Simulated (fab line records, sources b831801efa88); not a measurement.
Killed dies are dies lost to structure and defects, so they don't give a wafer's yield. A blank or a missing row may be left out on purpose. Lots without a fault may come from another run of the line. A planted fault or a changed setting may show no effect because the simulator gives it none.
Which tool did it? | flow sfq_line | 14 lots, 42 wafers sampled, at 3 steps of a route of 325

WHAT THE GAUGES READ, wafer by wafer
SFQ_M1_RS_MEAS_909: measures by four-point-probe. Usual: M1_NB_RS 0.890 ohm/sq, standard deviation 0.011.
lot  | measured     | on            | M1_NB_RS (ohm/sq) | flag
L479 | day 9 15:37  | film_metro-01 | 0.889 0.902 0.907 |
L480 | day 10 00:01 | film_metro-02 | 0.883 0.889 0.887 |
L481 | day 10 08:25 | film_metro-04 | 0.892 0.882 0.897 |
L482 | day 10 13:49 | film_metro-02 | 0.902 0.883 0.899 |
L484 | day 11 16:11 | film_metro-01 | 0.890 0.905 0.888 |
L485 | day 12 06:35 | film_metro-01 | 0.895 0.907 0.911 |
L486 | day 12 10:30 | film_metro-04 | 0.446 0.445 0.436 | OFF
L487 | day 12 17:24 | film_metro-01 | 0.897 0.889 0.883 |
L494 | day 15 02:20 | film_metro-04 | 0.438 0.439 0.433 | OFF
L497 | day 15 21:16 | film_metro-04 | 0.888 0.878 0.880 |
L498 | day 16 07:16 | film_metro-02 | 0.890 0.902 0.891 |
L499 | day 16 15:40 | film_metro-01 | 0.895 0.900 0.906 |
L500 | day 16 18:04 | film_metro-04 | 0.891 0.889 0.885 |
L501 | day 17 02:28 | film_metro-02 | 0.905 0.909 0.884 |

WHICH TOOL RAN EACH LOT (tool, then ch and the chambers of the sampled wafers, then the start)
lot  | SFQ_TRILAYER_L0_BARC_OPEN_METAL_ETCH_010 | SFQ_TRILAYER_M1_DEP_SPUTTER_037
L479 | rie_metal-04 ch 0,1, day 4 04:22         | pvd_sputter-03, day 9 15:31
L480 | rie_metal-04 ch 0,1, day 4 10:22         | pvd_sputter-03, day 9 23:55
L481 | rie_metal-04 ch 0,1, day 4 17:34         | pvd_sputter-03, day 10 08:19
L482 | rie_metal-01 ch 0,1, day 4 23:34         | pvd_sputter-06, day 10 13:43
L484 | rie_metal-04 ch 0,1, day 5 10:22         | pvd_sputter-06, day 11 16:05
L485 | rie_metal-04 ch 0,1, day 5 17:34         | pvd_sputter-06, day 12 06:29
L486 | rie_metal-03 ch 0,1, day 5 21:11         | pvd_sputter-05, day 12 10:05
L487 | rie_metal-03 ch 0,1, day 6 04:22         | pvd_sputter-03, day 12 17:17
L494 | rie_metal-01 ch 0,1, day 7 18:07         | pvd_sputter-05, day 15 01:58
L497 | rie_metal-01 ch 0,1, day 8 10:55         | pvd_sputter-05, day 15 21:10
L498 | rie_metal-04 ch 0,1, day 8 18:07         | pvd_sputter-03, day 16 07:11
L499 | rie_metal-03 ch 0,1, day 9 00:07         | pvd_sputter-05, day 16 15:35
L500 | rie_metal-01 ch 0,1, day 9 06:07         | pvd_sputter-03, day 16 17:59
L501 | rie_metal-03 ch 0,1, day 9 12:07         | pvd_sputter-05, day 17 02:23
- SFQ_TRILAYER_L0_BARC_OPEN_METAL_ETCH_010: etches BARC in O2, target depth 125 nm, time 41.7 s.
- SFQ_TRILAYER_M1_DEP_SPUTTER_037: material Nb, target thk 200 nm, time 133.3 s.

WHAT THE TOOLS THEMSELVES READ (means of the sampled wafers that have a number; where no wafer has one, the mark that the record gives instead)
SFQ_TRILAYER_L0_BARC_OPEN_METAL_ETCH_010. Usual: drypump_motor_current_A 5.52 A, standard deviation 0.18; oes_product_au 0.685 a.u., standard deviation 0.0048.
lot  | tool         | drypump_motor_current_A (A) | oes_product_au (a.u.) | flag
L479 | rie_metal-04 | 5.55                        | 0.687                 |
L480 | rie_metal-04 | 5.58                        | 0.686                 |
L481 | rie_metal-04 | 5.56                        | 0.686                 |
L482 | rie_metal-01 | 5.49                        | 0.690                 |
L484 | rie_metal-04 | 5.59                        | 0.689                 |
L485 | rie_metal-04 | 5.56                        | 0.683                 |
L486 | rie_metal-03 | 5.37                        | 0.687                 |
L487 | rie_metal-03 | 5.58                        | 0.681                 |
L494 | rie_metal-01 | 5.48                        | 0.685                 |
L497 | rie_metal-01 | 5.48                        | 0.684                 |
L498 | rie_metal-04 | 5.56                        | 0.687                 |
L499 | rie_metal-03 | 5.61                        | 0.688                 |
L500 | rie_metal-01 | 5.46                        | 0.682                 |
L501 | rie_metal-03 | 5.58                        | 0.686                 |

SFQ_TRILAYER_M1_DEP_SPUTTER_037. Usual: base_pressure_pa 1.34e-06 Pa, standard deviation 9e-08; chamber_pressure_pa 0.13331 Pa, standard deviation 0.00025; substrate_temp_c 20.01 C, standard deviation 0.11; throttle_valve_pct 29.5 %, standard deviation 1.2.
lot  | tool           | base_pressure_pa (Pa) | chamber_pressure_pa (Pa) | substrate_temp_c (C) | throttle_valve_pct (%) | flag
L479 | pvd_sputter-03 | 1.32e-06              | 0.13325                  | 20.05                | 29.8                   |
L480 | pvd_sputter-03 | 1.30e-06              | 0.13345                  | 19.93                | 29.8                   |
L481 | pvd_sputter-03 | 1.32e-06              | 0.13320                  | 20.10                | 28.9                   |
L482 | pvd_sputter-06 | 1.39e-06              | 0.13333                  | 20.08                | 29.7                   |
L484 | pvd_sputter-06 | 1.31e-06              | 0.13330                  | 19.99                | 29.0                   |
L485 | pvd_sputter-06 | 1.39e-06              | 0.13349                  | 19.99                | 28.5                   |
L486 | pvd_sputter-05 | 1.32e-06              | 0.13336                  | 19.95                | 28.8                   |
L487 | pvd_sputter-03 | 1.42e-06              | 0.13327                  | 20.00                | 30.0                   |
L494 | pvd_sputter-05 | 1.30e-06              | 0.13315                  | 20.05                | 29.0                   |
L497 | pvd_sputter-05 | 1.41e-06              | 0.13305                  | 20.02                | 29.8                   |
L498 | pvd_sputter-03 | 1.40e-06              | 0.13340                  | 19.93                | 29.8                   |
L499 | pvd_sputter-05 | 1.36e-06              | 0.13328                  | 20.01                | 28.3                   |
L500 | pvd_sputter-03 | 1.31e-06              | 0.13362                  | 19.94                | 29.1                   |
L501 | pvd_sputter-05 | 1.29e-06              | 0.13337                  | 19.96                | 29.0                   |

THE ANSWER, worked out from the rows above alone
Rule: a lot is off if the mean of its wafers that have a number lies more than 3 standard deviations from the usual mean. A lot without any number at a reading at which 4 lots or more have one is off too. The other lots that the step has rows for count as sound. The gauges are gone through in route order, then the tools' own readings, and for those a lot's mean is taken as printed above. The first step at which some lot is off is used, and at that step the reading that is off furthest; a lot without a number counts as furthest.
Off: L486, L494, at SFQ_M1_RS_MEAS_909 (M1_NB_RS).
A tool fits if, at a process step before that reading, it ran every lot that is off, and no sound lot after the first of them. The gauges at SFQ_M1_RS_MEAS_909 are tried like those tools. None of those tried fits.

WHAT THE SIMULATOR HAD PUT IN
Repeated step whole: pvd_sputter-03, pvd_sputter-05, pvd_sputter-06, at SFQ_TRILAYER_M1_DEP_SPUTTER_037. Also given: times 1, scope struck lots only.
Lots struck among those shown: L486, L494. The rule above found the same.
